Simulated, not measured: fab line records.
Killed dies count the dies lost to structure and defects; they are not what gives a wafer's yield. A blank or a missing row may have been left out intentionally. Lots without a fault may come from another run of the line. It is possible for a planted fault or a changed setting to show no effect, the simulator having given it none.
What tool caused it? + flow gf180mcu + 6 lots with 18 wafers sampled at 3 steps, on a route of 602 steps

== WHAT THE GAUGES SHOWED, per wafer ==
GF_V3_THK_MEAS_03.
| lot  | measured     | on           | V3_CVD_02_THK (nm) |
|------|--------------|--------------|--------------------|
| L283 | day 22 02:31 | filmMetro-01 | 851 838 830        |
| L287 | day 23 11:29 | filmMetro-03 | 854 864 847        |
| L289 | day 24 04:44 | filmMetro-03 | 834 840 879        |
| L291 | day 24 19:54 | filmMetro-01 | 850 837 846        |
| L296 | day 26 13:43 | filmMetro-01 | 861 559 844        |
| L305 | day 29 05:36 | filmMetro-02 | 842 833 839        |

== TOOL THAT RAN EACH LOT (tool first, then ch and the chambers of the sampled wafers, then the start) ==
| lot  | GF_V2_SPUTTER_21            | GF_V3_CVD_02                    |
|------|-----------------------------|---------------------------------|
| L283 | pvdSputter-03, day 21 01:22 | pecvd-03 ch 0,1,2, day 22 02:26 |
| L287 | pvdSputter-01, day 22 10:23 | pecvd-01 ch 1,2, day 23 11:25   |
| L289 | pvdSputter-04, day 23 03:59 | pecvd-03 ch 0,1,2, day 24 04:40 |
| L291 | pvdSputter-04, day 23 19:17 | pecvd-01 ch 0,1,2, day 24 19:49 |
| L296 | pvdSputter-01, day 25 14:44 | pecvd-03 ch 0,1,2, day 26 13:40 |
| L305 | pvdSputter-01, day 28 08:19 | pecvd-04 ch 0,1,2, day 29 05:32 |
- GF_V2_SPUTTER_21: material Ti, target thk 15 nm, time 80.02 s.
- GF_V3_CVD_02: deposits SiO2 from TEOS, target thk 850 nm, time 94.851 s.

== THE ANSWER, worked out from the rows above alone ==
Rule: usual is defined by the lots themselves. Put in order of their means at a reading, lots are off if they are a third of the lots or fewer, leave a main group of 4 or more, and stand apart from it by a gap of 3 or more times the standard deviation of the main group's means; of several such gaps the widest counts. If all means in a main group match to the digits the tables above print for the reading, that group is not used. A lot without any number at a reading at which 4 lots or more have one is off too. Where the step has rows for the other lots, those lots are counted as sound.
Off: L296, at GF_V3_THK_MEAS_03 (V3_CVD_02_THK). Main group: mean 846 nm, sd 6.5.
A tool fits if, at a process step before that reading, it ran every lot that is off, and no sound lot after the first of them. Those tools and the gauges at GF_V3_THK_MEAS_03 are tried in the same way. 2 tools fit, pecvd-03 at GF_V3_CVD_02 and filmMetro-01 at GF_V3_THK_MEAS_03, so this cannot tell which one it is.

== WHAT THE SIMULATOR PUT IN ==
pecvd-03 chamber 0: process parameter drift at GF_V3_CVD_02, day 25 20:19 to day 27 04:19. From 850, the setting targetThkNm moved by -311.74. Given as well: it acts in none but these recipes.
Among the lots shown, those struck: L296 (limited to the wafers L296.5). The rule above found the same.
